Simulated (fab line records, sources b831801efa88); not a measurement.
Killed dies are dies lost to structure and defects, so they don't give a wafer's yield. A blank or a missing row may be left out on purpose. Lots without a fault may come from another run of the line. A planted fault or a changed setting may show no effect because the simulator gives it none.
Which tool did it? | flow sky130 | 11 lots, 33 wafers sampled, at 3 steps of a route of 708

WHAT THE GAUGES READ, wafer by wafer
SKY_CONTACT_CD_MEAS_14: target cd 170 nm.
lot  | measured     | on        | cd_nm (nm)
L975 | day 31 21:14 | cd_sem-02 | 172.5 171.6 172.6
L981 | day 33 23:40 | cd_sem-02 | 173.1 172.4 171.8
L982 | day 34 04:08 | cd_sem-01 | 169.2 169.4 170.3
L983 | day 34 12:08 | cd_sem-02 | 171.7 170.7 170.0
L984 | day 34 21:38 | cd_sem-02 | 168.8 168.7 168.8
L985 | day 35 00:46 | cd_sem-02 | 169.8 167.8 168.3
L989 | day 36 02:31 | cd_sem-01 | 171.3 171.9 171.2
L990 | day 36 17:56 | cd_sem-02 | 170.3 171.3 169.1
L991 | day 37 01:00 | cd_sem-02 | 168.9 171.1 169.3
L997 | day 38 15:29 | cd_sem-01 | 169.9 169.6 169.4
L998 | day 38 22:54 | cd_sem-02 | 170.8 171.2 171.7

WHICH TOOL RAN EACH LOT (tool, then ch and the chambers of the sampled wafers, then the start)
lot  | SKY_LDD_N_IMPLANT_09            | SKY_LDD_N_STRIP_16
L975 | implanter-02 ch 0, day 17 20:44 | plasma_asher-03 ch 0,1, day 17 21:47
L981 | implanter-03 ch 0, day 20 09:40 | plasma_asher-01 ch 0,1, day 20 10:43
L982 | implanter-03 ch 0, day 20 14:35 | plasma_asher-01 ch 0,1, day 20 15:37
L983 | implanter-03 ch 0, day 20 22:23 | plasma_asher-02 ch 0,1, day 20 23:26
L984 | implanter-02 ch 0, day 21 09:46 | plasma_asher-01 ch 0,1, day 21 10:47
L985 | implanter-02 ch 0, day 21 16:16 | plasma_asher-03 ch 0,1, day 21 17:19
L989 | implanter-02 ch 0, day 22 19:26 | plasma_asher-01 ch 0,1, day 22 20:26
L990 | implanter-03 ch 0, day 23 11:38 | plasma_asher-01 ch 0,1, day 23 12:41
L991 | implanter-02 ch 0, day 23 19:31 | plasma_asher-01 ch 0, day 23 20:34
L997 | implanter-04 ch 0, day 25 22:22 | plasma_asher-01 ch 0,1, day 25 23:23
L998 | implanter-03 ch 0, day 26 04:49 | plasma_asher-01 ch 0,1, day 26 05:50
- SKY_LDD_N_IMPLANT_09
- SKY_LDD_N_STRIP_16: strips in O2/N2.

WHAT THE TOOLS THEMSELVES READ (means of the sampled wafers that have a number; where no wafer has one, the mark that the record gives instead)
SKY_LDD_N_IMPLANT_09.
lot  | tool         | dose_ions_cm2 | faraday_current_uA
L975 | implanter-02 | 7.493e+13     | 424
L981 | implanter-03 | 7.516e+13     | 429
L982 | implanter-03 | 7.507e+13     | 427
L983 | implanter-03 | 7.507e+13     | 423
L984 | implanter-02 | 7.505e+13     | 421
L985 | implanter-02 | 7.496e+13     | 427
L989 | implanter-02 | 9.589e+13     | 541
L990 | implanter-03 | 7.487e+13     | 422
L991 | implanter-02 | 9.580e+13     | 548
L997 | implanter-04 | 7.490e+13     | 427
L998 | implanter-03 | 7.496e+13     | 427

SKY_LDD_N_STRIP_16.
lot  | tool            | drypump_motor_current_A (A) | o2_flow_sccm (sccm) | oes_product_au (a.u.) | strip_time_to_endpoint_s (s)
L975 | plasma_asher-03 | 5.9                         | 2996                | 0.409                 | 4.384
L981 | plasma_asher-01 | 6.6                         | 2991                | 0.409                 | 4.384
L982 | plasma_asher-01 | 6.6                         | 3007                | 0.414                 | 4.378
L983 | plasma_asher-02 | 5.6                         | 2989                | 0.407                 | 4.384
L984 | plasma_asher-01 | 6.6                         | 3002                | 0.411                 | 4.399
L985 | plasma_asher-03 | 6.1                         | 3006                | 0.410                 | 4.405
L989 | plasma_asher-01 | 6.6                         | 2996                | 0.408                 | 4.459
L990 | plasma_asher-01 | 6.6                         | 2994                | 0.408                 | 4.391
L991 | plasma_asher-01 | 6.7                         | 3001                | 0.410                 | 4.447
L997 | plasma_asher-01 | 6.5                         | 2999                | 0.410                 | 4.392
L998 | plasma_asher-01 | 6.5                         | 2992                | 0.405                 | 4.413

THE ANSWER, worked out from the rows above alone
Rule: what is usual is taken from the lots themselves. Put in order of their means at a reading, lots are off if they are a third of the lots or fewer, leave a main group of 4 or more, and stand apart from it by a gap of 3 or more times the standard deviation of the main group's means; of several such gaps the widest counts. A main group whose means are all the same, to the digits that the tables above print for the reading, isn't used. A lot without any number at a reading at which 4 lots or more have one is off too. The other lots that the step has rows for count as sound. The gauges are gone through in route order, then the tools' own readings, and for those a lot's mean is taken as printed above. The first step at which some lot is off is used, and at that step the reading that is off furthest; a lot without a number counts as furthest.
Off: L989, L991, at SKY_LDD_N_IMPLANT_09 (dose_ions_cm2). The main group: mean 7.500e+13, standard deviation 9e+10.
A tool fits if, at that step or a process step before it, it ran every lot that is off, and no sound lot after the first of them. One fits: implanter-02 at SKY_LDD_N_IMPLANT_09. Its last sound lot is L985 (day 21 16:16), its first lot that is off L989 (day 22 19:26): a fault that began between those two fits.
The tool's own readings at SKY_LDD_N_IMPLANT_09 bear it out: on the lots that are off they differ by more than 5 times the standard deviation of the sound lots' means. dose_ions_cm2 reads 9.584e+13 there against 7.500e+13 on the sound lots; faraday_current_uA reads 544 there against 425 on the sound lots.

WHAT THE SIMULATOR HAD PUT IN
Process parameter drift: implanter-02, from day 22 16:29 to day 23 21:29, at SKY_LDD_N_IMPLANT_09. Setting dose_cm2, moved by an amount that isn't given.
Lots struck among those shown: L989, L991. The rule above found the same.
